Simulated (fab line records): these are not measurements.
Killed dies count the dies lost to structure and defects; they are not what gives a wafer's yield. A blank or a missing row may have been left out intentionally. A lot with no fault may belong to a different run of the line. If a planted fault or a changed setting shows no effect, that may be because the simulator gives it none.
Comparing a struck lot with a sound one	flow sky130	21 out of 708 route steps
Sound: the wafers L451.2, L451.4, L451.5. Struck: wafer L460.4; the same lot's L460.5 was not struck, so it is left out; see the end for the cause.
At each step with rows: each side's tool, then ch and its chambers, then its first start. Under that, the readings that differ: sound wafers	struck wafers	difference of the means	sigmas: that difference in standard deviations of wafers without a fault.
alike: words and numbers the same on both sides, and readings whose means are apart by under 2 such deviations; not compared: readings that were withheld, readings missing a value for some wafer, numbers with overlapping values and no deviation given by the record, and bounds like >300 which may hide the same value.
Wherever a step has rows on one side only, a row that says differs or no value, or a row with sigmas, the two part there. Non-overlapping numbers with no deviation appear without sigmas and do not part them. Lack of a reading on every wafer of one side parts them only where that side has two or more wafers.

first, 2 steps without rows for these wafers: SKY_PWDE_PEB_05; SKY_PWDE_DEVELOP_06 (develop time 60 s).
SKY_PWDE_OVL_MEAS_07:
  sound: overlay-02 at day 4 13:16; struck: overlay-02 at day 6 20:32
  alike: PWDE_OVL
then, 1 step without rows for these wafers: SKY_PWDE_IMPLANT_08.
SKY_PWDE_STRIP_09: strips in O2/N2.
  sound on plasmaAsher-02 ch 0,1, day 4 13:26; struck on plasmaAsher-02 ch 0, day 6 20:44
reading	sound	struck	difference	sigmas
stripTimeToEndpointS (s)	36.98 36.90 36.99	36.69	-0.27	-3
  alike: drypumpMotorCurrentA, oesProductAu
  not compared: rfHoursCounterH
SKY_PWDE_TW_MEAS_10:
  sound: filmMetro-03 at day 4 13:33; struck: filmMetro-04 at day 6 20:49
  alike: PWDE_TW
then, 6 steps without rows for these wafers: SKY_NWELL_DEHYDRATE_03 (time 60 s); SKY_NWELL_HMDS_04 (prime time 60 s); SKY_NWELL_COAT_05 (resist thk 3000 nm); SKY_NWELL_SOFTBAKE_06; SKY_NWELL_EXPOSE_07 (exposes mask NWM, target cd 840 nm); SKY_NWELL_PEB_08.
SKY_NWELL_DEVELOP_09: develop time 60 s.
  sound on lithoTrack-01 ch 0, day 5 05:00; struck on lithoTrack-04 ch 0, day 7 15:00
SKY_NWELL_OVL_MEAS_10:
  sound: overlay-01 at day 5 05:20; struck: overlay-01 at day 7 15:53
  not compared: NWELL_00_OVL
then, 3 steps without rows for these wafers: SKY_NWELL_IMPLANT_11; SKY_NWELL_IMPLANT_12; SKY_NWELL_IMPLANT_13.
SKY_NWELL_STRIP_14: strips in O2/N2.
  sound on plasmaAsher-01 ch 0,1, day 5 05:49; struck on plasmaAsher-04 ch 0, day 7 16:23
  alike: drypumpMotorCurrentA, oesProductAu, stripTimeToEndpointS
  not compared: rfHoursCounterH
SKY_NWELL_TW_MEAS_15:
  sound: filmMetro-04 at day 5 05:55; struck: filmMetro-03 at day 7 16:28
reading	sound	struck	difference	sigmas
NWELL_TW	1834 1840 1845	30	-1810	-99 or more
then, 1 step without rows for these wafers: SKY_NWELL_DEHYDRATE_16 (time 60 s).
-- the record jumps here: 41 days lie between the struck wafers' starts before and after (it left off in module NWELL and takes up again in module PAD_OPEN, whose first step shown is number 708 of the route) --
SKY_PAD_OPEN_PROBE_99:
  sound: prober-02 at day 47 05:10; struck: prober-01 at day 49 01:43
reading	sound	struck	difference	sigmas
killedAtFrontEnd	13 22 14	421	+405	+88
killedDies	77 117 101	492	+394	+40
killedOnRim	20 27 15	96	+75	+21
  alike: killed_at_M0_to_M3, killed_at_M4_up, killedAtContacts, killedAtOther, killedOpen, killedShort

== WHERE THEY PART ==
At SKY_PWDE_STRIP_09 first; at SKY_PAD_OPEN_PROBE_99 last (within this record only).

WHY: the cause the simulator had injected
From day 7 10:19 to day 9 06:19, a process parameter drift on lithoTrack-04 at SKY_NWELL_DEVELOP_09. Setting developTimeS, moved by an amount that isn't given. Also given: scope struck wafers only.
